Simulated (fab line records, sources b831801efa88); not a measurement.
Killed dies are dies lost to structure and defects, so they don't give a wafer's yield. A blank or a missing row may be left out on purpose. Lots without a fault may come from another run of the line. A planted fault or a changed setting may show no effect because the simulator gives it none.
fab line records | flow sky130
record lots=4 wafers=12 last_day=50
route steps=708 shown POLY_CUT@317 SD_P@320 RES_XHIGH@332 SD_N@342 PAD_OPEN@708
lots that met no fault: from a run of the same line without faults
start_h: hours from the record's first day to the start of the lot's first wafer shown | wait_h: hours since the lot's step before | " the same as in the row above | L1.1+2: a row that stands for several wafers | - no value, or no start given | * or withheld: withheld | < > ~ a bound
route shown NAME@n: a module of which the file shows steps, and the number in the route of the first | usual: mean/standard deviation of fault-free wafers | same: alike in all rows | chamber/n: place in a boat | sites: the reading at each site | _std_site: their standard deviation | _edge_site: outer sites' mean less inner sites' | radius_mm: how far each site lies from the wafer's centre | mask NAME#n: copy n | behind: the tool/chamber that last shaped the wafer | hold: why the lot was held/for how many hours/how that ended | device: the transistor (n, p or np) that didn't switch | end of line: the same wafers' tests at the end of the route | a step without rows: its recipe alone | killed: dies lost to structure and defects at the first sort, not the wafer's yield | map: a wafer's dies, x killed, . not, _ none there
set.NAME: the setting as run; set.NAME@STEP: as run at that earlier step | model.NAME: the simulator's own value behind a step, which no gauge read
lots at some steps of the route; a table a step, a row a wafer
services: from which hour (start_h, from the record's first day; less than 0 if before it) a tool's chamber was out of use, for how many hours, and why
## steps
# step SKY_POLY_CUT_ETCH_10
# recipe chemistry=N2/H2 target=BARC ion_energy_ev=200 source_w=500 bias_w=100 pressure_mtorr=30 n2_flow_sccm=100 h2_flow_sccm=200 stop_on=SiO2 time_s=45.9 target_depth_a=600
# step SKY_POLY_CUT_ETCH_11
# recipe target=Si3N4 chemistry=CF4/CH2F2/Ar stop_on=poly-Si source_w=600 bias_w=150 pressure_mtorr=40 cf4_flow_sccm=40 ch2f2_flow_sccm=20 Ar_flow_sccm=150 time_s=42.5 target_depth_a=600
# step SKY_POLY_CUT_STRIP_12
# recipe chemistry=O2/N2 power_w=1400 pressure_mtorr=1500 platen_temp_c=withheld o2_flow_sccm=3000 n2_flow_sccm=300 overash_fraction=0.5
# step SKY_SD_P_DEHYDRATE_00
# recipe temp_c=200 time_s=60
# step SKY_SD_P_HMDS_01
# recipe prime_time_s=60 prime_temp_c=120
# step SKY_SD_P_COAT_02
# recipe resist=NOVOLAK spin_rpm=3000 resist_thk_nm=1140
# step SKY_SD_P_SOFTBAKE_03
# recipe temp_c=90 time_s=60 resist=NOVOLAK
# step SKY_SD_P_EXPOSE_04
# recipe mask_id=PSDM na=0.6 source_shape=conventional sigma_outer=0.6 polarization=unpolarized target_cd_nm=380 dose_mj=138
# step SKY_SD_P_PEB_05
# recipe temp_c=withheld time_s=* resist=NOVOLAK
# step SKY_SD_P_DEVELOP_06
# recipe resist=NOVOLAK developer=TMAH develop_time_s=60 dev_temp_c=23
# step SKY_SD_P_IMPLANT_09
# recipe species=BF2 energy_kev=20 dose_cm2=3e+15 tilt_deg=0
# usual beam_energy_keV=20.001/0.0066
# columns lot.wafer tool chamber start_h wait_h beam_energy_keV model.implant.rp_nm model.implant.drp_nm
L640.1 implanter-04 0 675.80 0.0 19.999 17.37 9.746
L640.2 " 0 " " 20.004 17.37 9.746
L640.6 " 0 " " 20.005 17.37 9.746
L644.1 implanter-04 0 704.35 0.0 24.877 20.79 11.36
L644.4 " 0 " " 24.882 20.79 11.36
L644.5 " 0 " " 24.883 20.79 11.36
L645.1 implanter-04 0 731.07 0.0 24.882 20.54 11.36
L645.5 " 0 " " 24.874 20.54 11.36
L645.6 " 0 " " 24.880 20.54 11.36
L651.1 implanter-01 0 761.92 0.0 19.992 17.35 9.746
L651.4 " 0 " " 19.998 17.35 9.746
L651.5 " 0 " " 19.992 17.35 9.746
# step SKY_SD_P_STRIP_10
# recipe chemistry=O2/N2 power_w=1400 pressure_mtorr=1500 platen_temp_c=withheld o2_flow_sccm=3000 n2_flow_sccm=300 overash_fraction=0.5
# usual chamber_pressure_mTorr=1499.8/1.5 drypump_motor_current_A=5.53/0.22 oes_product_au=0.618/0.0043 strip_time_to_endpoint_s=17.50/0.042
# columns lot.wafer tool chamber start_h wait_h chamber_pressure_mTorr drypump_motor_current_A oes_product_au rf_hours_counter_h strip_time_to_endpoint_s
L640.1 plasma_asher-01 0 675.95 0.1 1499.7 5.54 0.617 96 17.46
L640.2 " 1 " " 1500.1 5.43 0.619 96 17.50
L640.6 " 1 " " 1498.8 5.42 0.616 - 17.46
L644.1 plasma_asher-03 0 704.50 0.1 1499.6 5.23 0.605 27 18.22
L644.4 " 1 " " 1498.8 5.91 0.600 - 18.18
L644.5 " 1 " " 1496.7 5.89 0.602 - 18.16
L645.1 plasma_asher-02 1 731.22 0.1 1497.6 5.76 0.594 93 18.27
L645.5 " 0 " " 1500.0 5.37 0.599 - 18.22
L645.6 " 1 " " 1497.3 5.74 0.592 - 18.22
L651.1 plasma_asher-02 1 762.07 0.1 1498.4 5.73 0.617 96 17.46
L651.4 " 0 " " 1500.5 5.37 0.614 - 17.51
L651.5 " 0 " " 1497.4 5.37 0.614 - 17.47
# step SKY_SD_P_TW_MEAS_11
# usual SD_P_TW=2814/26
# columns lot.wafer tool chamber start_h wait_h SD_P_TW
L640.1 film_metro-04 - 676.05 0.1 2792
L640.2 " - " " 2783
L640.6 " - " " 2777
L644.1 film_metro-04 - 704.60 0.1 2925
L644.4 " - " " 2933
L644.5 " - " " 2924
L645.1 film_metro-03 - 731.32 0.1 2960
L645.5 " - " " 2967
L645.6 " - " " 2965
L651.1 film_metro-02 - 762.17 0.1 2827
L651.4 " - " " 2830
L651.5 " - " " 2827
# step SKY_RES_XHIGH_DEHYDRATE_00
# recipe temp_c=200 time_s=60
# step SKY_RES_XHIGH_HMDS_01
# recipe prime_time_s=60 prime_temp_c=120
# step SKY_RES_XHIGH_COAT_02
# recipe resist=NOVOLAK spin_rpm=3000 resist_thk_nm=1140
# step SKY_RES_XHIGH_SOFTBAKE_03
# recipe temp_c=90 time_s=60 resist=NOVOLAK
# step SKY_RES_XHIGH_EXPOSE_04
# recipe mask_id=URPM na=0.6 source_shape=conventional sigma_outer=0.6 polarization=unpolarized target_cd_nm=1270 dose_mj=140
# step SKY_RES_XHIGH_PEB_05
# recipe temp_c=withheld time_s=* resist=NOVOLAK
# step SKY_RES_XHIGH_DEVELOP_06
# recipe resist=NOVOLAK developer=TMAH develop_time_s=60 dev_temp_c=23
# step SKY_RES_XHIGH_IMPLANT_07
# recipe species=BF2 energy_kev=20 dose_cm2=3.6e+14 tilt_deg=0
# step SKY_RES_XHIGH_STRIP_08
# recipe chemistry=O2/N2 power_w=1400 pressure_mtorr=1500 platen_temp_c=withheld o2_flow_sccm=3000 n2_flow_sccm=300 overash_fraction=0.5
# step SKY_SD_N_DEHYDRATE_00
# recipe temp_c=200 time_s=60
# step SKY_SD_N_HMDS_01
# recipe prime_time_s=60 prime_temp_c=120
# step SKY_SD_N_COAT_02
# recipe resist=NOVOLAK spin_rpm=3000 resist_thk_nm=1140
# step SKY_SD_N_SOFTBAKE_03
# recipe temp_c=90 time_s=60 resist=NOVOLAK
# step SKY_SD_N_EXPOSE_04
# recipe mask_id=NSDM na=0.6 source_shape=conventional sigma_outer=0.6 polarization=unpolarized target_cd_nm=380 dose_mj=141
# step SKY_SD_N_PEB_05
# recipe temp_c=withheld time_s=* resist=NOVOLAK
# step SKY_SD_N_DEVELOP_06
# recipe resist=NOVOLAK developer=TMAH develop_time_s=60 dev_temp_c=23
# step SKY_SD_N_IMPLANT_09
# recipe species=As energy_kev=50 dose_cm2=4e+15 tilt_deg=0
# step SKY_SD_N_IMPLANT_10
# recipe species=P energy_kev=20 dose_cm2=1e+14 tilt_deg=0
# step SKY_SD_N_STRIP_11
# recipe chemistry=O2/N2 power_w=1400 pressure_mtorr=1500 platen_temp_c=withheld o2_flow_sccm=3000 n2_flow_sccm=300 overash_fraction=0.5
# step SKY_SD_N_CLEAN_13
# recipe chemistry=SC1/SC2 mix=1:4:20 temp_c=70 time_s=150 dry=n2_spin
# step SKY_SD_N_RTA_14
# recipe temp_c=1075 time_s=2 idle_temp_c=650 ramp_up_c_per_s=150 ramp_down_c_per_s=90 ambient=N2
# step SKY_SD_N_RS_MEAS_17
# recipe thk_meas_gauge=four-point-probe
# usual SD_P_RS=147.1/0.38
# columns lot.wafer tool chamber start_h wait_h SD_P_RS[ohm/sq]
L640.1 film_metro-02 - 733.34 0.1 146.7
L640.2 " - " " 147.3
L640.6 " - " " 146.8
L644.1 film_metro-03 - 760.74 0.1 132.7
L644.4 " - " " 132.6
L644.5 " - " " 132.7
L645.1 film_metro-02 - 785.66 0.1 132.5
L645.5 " - " " 132.4
L645.6 " - " " 132.6
L651.1 film_metro-03 - 816.04 0.1 147.4
L651.4 " - " " 147.0
L651.5 " - " " 147.1
# step SKY_PAD_OPEN_PROBE_99
# usual killed_at_M0_to_M3=45/6.6 killed_at_M4_up=3.1/1.6 killed_at_contacts=24/5 killed_at_front_end=14/4.4 killed_at_other=0.3/0.58 killed_dies=87/9.2 killed_open=47/6.7 killed_short=40/6.4
# same gross_dies=492 killed_at_back_side=0
# columns lot.wafer tool chamber start_h wait_h killed_at_M0_to_M3 killed_at_M4_up killed_at_contacts killed_at_front_end killed_at_other killed_dies killed_open killed_short model.etest.pfet_01v8.r_on_ohm_um model.etest.res_pdiff.line_ohm_um model.etest.res_pdiff_hv.rs_ohm_sq model.etest.res_pdiff.rs_ohm_sq model.etest.pfet_01v8.drive_ua_um model.etest.sram_pfet_latch.drive_ua_um model.etest.pfet_01v8_hvt.drive_ua_um model.etest.pfet_01v8.off_log10_a_um
L640.1 prober-02 - 1140.22 0.1 46 4 17 15 0 82 46 36 2872 1405 192.8 196.8 195.9 143.9 144.8 -9.492
L640.2 prober-02 - 1140.27 0.1 44 3 21 17 0 85 44 41 2904 1355 191.4 197.2 193.6 146.9 144.9 -9.392
L640.6 prober-02 - 1140.47 0.2 45 2 30 11 1 89 58 31 2958 1379 192.8 200.7 189.8 141.6 140.8 -9.47
L644.1 prober-02 - 1157.11 0.1 34 3 25 11 0 73 37 36 2902 1286 172.3 182.2 196.5 140.3 145.4 -9.775
L644.4 prober-02 - 1157.26 0.2 41 5 21 28 0 95 58 37 2944 1287 172.4 181.7 188.5 141.6 140.9 -9.844
L644.5 prober-02 - 1157.31 0.2 50 6 29 14 2 101 53 48 2832 1281 172.6 181.8 198.3 143.7 147.3 -9.52
L645.1 prober-01 - 1171.35 0.1 43 3 17 22 0 85 45 40 2746 1260 175.3 183.9 203.9 154.2 153.8 -9.105
L645.5 prober-01 - 1171.55 0.2 33 5 29 11 0 78 44 34 2724 1251 174.4 184 204.5 158.3 152.6 -8.871
L645.6 prober-01 - 1171.60 0.2 40 2 38 20 0 100 52 48 2671 1254 175.1 183.2 211.5 160.3 158.4 -8.794
L651.1 prober-01 - 1193.60 0.1 47 2 25 17 1 92 50 42 2846 1404 191.9 197.7 195.7 142.6 145.5 -9.395
L651.4 prober-01 - 1193.75 0.2 50 1 31 14 0 96 49 47 2745 1400 190.6 195.5 202.3 141.7 153.2 -9.153
L651.5 prober-01 - 1193.80 0.2 44 5 23 24 0 96 52 44 2742 1393 190.9 196.6 204.4 146.1 154.7 -9.177
# killed by level:class
L640.1 VIA1:geometric_particle:open=10 LI_CONTACT:geometric_particle:open=7 METAL2:geometric_particle:short=7 VIA2:geometric_particle:open=6 VIA3:geometric_particle:open=6 CONTACT:geometric_particle:open=5 METAL1:geometric_particle:short=5 FIELD_ISO:geometric_particle:short=4
L640.2 CONTACT:geometric_particle:open=10 VIA1:geometric_particle:open=10 VIA2:geometric_particle:open=6 VIA3:geometric_particle:open=6 METAL2:geometric_particle:short=5 FIELD_ISO:geometric_particle:open=4 POLY_GATE:geometric_particle:short=4 SPACER:geometric_particle:short=4
L640.6 CONTACT:geometric_particle:open=12 LI_CONTACT:geometric_particle:open=11 VIA1:geometric_particle:open=9 METAL1:geometric_particle:short=8 METAL2:geometric_particle:short=7 VIA2:geometric_particle:open=7 VIA3:geometric_particle:open=5 FIELD_ISO:geometric_particle:open=4
L644.1 CONTACT:geometric_particle:open=9 VIA1:geometric_particle:open=8 LI_CONTACT:geometric_particle:open=7 METAL2:geometric_particle:short=6 CONTACT:geometric_particle:short=6 METAL1:geometric_particle:short=6 FIELD_ISO:geometric_particle:short=3 POLY_GATE:geometric_particle:short=3
L644.4 VIA1:geometric_particle:open=12 VIA3:geometric_particle:open=8 FIELD_ISO:geometric_particle:open=6 POLY_GATE:geometric_particle:short=6 POLY_GATE:geometric_particle:open=6 LI_CONTACT:geometric_particle:open=6 LOCAL_INTERCONNECT:geometric_particle:short=5 CONTACT:geometric_particle:open=5
L644.5 VIA1:geometric_particle:open=15 CONTACT:geometric_particle:open=10 CONTACT:geometric_particle:short=8 VIA2:geometric_particle:short=6 METAL1:geometric_particle:short=6 FIELD_ISO:geometric_particle:open=5 LI_CONTACT:geometric_particle:open=5 VIA2:geometric_particle:open=5
L645.1 VIA3:geometric_particle:short=8 CONTACT:geometric_particle:open=8 VIA1:geometric_particle:short=8 POLY_GATE:geometric_particle:open=7 VIA2:geometric_particle:open=6 VIA1:geometric_particle:open=6 LI_CONTACT:geometric_particle:open=5 POLY_GATE:geometric_particle:short=4
L645.5 CONTACT:geometric_particle:open=9 LI_CONTACT:geometric_particle:open=7 CONTACT:geometric_particle:short=6 VIA3:geometric_particle:open=6 VIA1:geometric_particle:open=5 VIA2:geometric_particle:open=5 POLY_GATE:geometric_particle:short=4 LOCAL_INTERCONNECT:geometric_particle:short=4
L645.6 LI_CONTACT:geometric_particle:open=10 CONTACT:geometric_particle:open=10 LOCAL_INTERCONNECT:geometric_particle:short=8 VIA1:geometric_particle:open=8 METAL1:geometric_particle:short=7 CONTACT:geometric_particle:short=5 METAL2:geometric_particle:short=5 VIA2:geometric_particle:short=5
L651.1 VIA1:geometric_particle:open=14 CONTACT:geometric_particle:open=8 VIA3:geometric_particle:open=7 CONTACT:geometric_particle:short=6 FIELD_ISO:geometric_particle:open=5 LOCAL_INTERCONNECT:geometric_particle:short=5 FIELD_ISO:geometric_particle:short=4 LI_CONTACT:geometric_particle:open=4
L651.4 CONTACT:geometric_particle:open=12 VIA1:geometric_particle:open=8 VIA2:geometric_particle:open=7 VIA2:geometric_particle:short=6 LI_CONTACT:geometric_particle:open=6 METAL1:geometric_particle:short=6 LOCAL_INTERCONNECT:geometric_particle:short=6 VIA1:geometric_particle:short=6
L651.5 VIA3:geometric_particle:open=9 CONTACT:geometric_particle:short=9 FIELD_ISO:geometric_particle:open=8 VIA1:geometric_particle:open=8 CONTACT:geometric_particle:open=7 METAL1:geometric_particle:short=5 METAL2:geometric_particle:short=5 VIA2:geometric_particle:open=5
## services
# columns tool chamber start_h hours kind
implanter-01 - 660.74 3.7 repair
implanter-04 - 681.05 2.4 pm
plasma_asher-03 - 700.71 2.8 pm
plasma_asher-03 - 706.02 11.1 repair
plasma_asher-01 - 733.75 9.0 pm
plasma_asher-01 0 733.75 9.0 vent_cycle
plasma_asher-01 1 733.75 9.0 vent_cycle
plasma_asher-01 0 742.75 - clean
plasma_asher-01 1 742.75 - clean
plasma_asher-03 - 754.58 12.2 pm
## key
first_sign step=SKY_SD_P_IMPLANT_09 reading=beam_energy_keV direction=up sigmas=99+ usual=* struck=*
effect step=SKY_SD_P_STRIP_10 reading=strip_time_to_endpoint_s direction=up sigmas=17 usual=* struck=*
effect step=SKY_SD_P_TW_MEAS_11 reading=SD_P_TW direction=up sigmas=5.1 usual=2814 struck=2946
effect step=SKY_SD_N_RS_MEAS_17 reading=SD_P_RS direction=down sigmas=38 usual=147.1 struck=132.6
model_effect step=SKY_SD_P_IMPLANT_09 value=implant.rp_nm without=17.39 struck=20.67
model_effect step=SKY_PAD_OPEN_PROBE_99 value=etest.pfet_01v8.r_on_ohm_um without=2932 struck=2803
met_at SKY_SD_P_IMPLANT_09
struck_wafers L644.1,L644.4,L644.5,L645.1,L645.5,L645.6
tester_left_out L644,L645
onset_between 675.80 704.35
fault kind=process_parameter_drift tool=implanter-04 chamber=- onset_h=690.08 steps=SKY_SD_P_IMPLANT_09 channel=energy_kev offset=* shape=step end_h=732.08 acts_in=* stated=*
# tester_left_out: of these lots the tester's yield and bins aren't shown, on N5 and GAA mostly nor the transistor test; their killed dies are dies lost to structure and defects alone, not to doping, threshold or leakage, so they don't give the yield
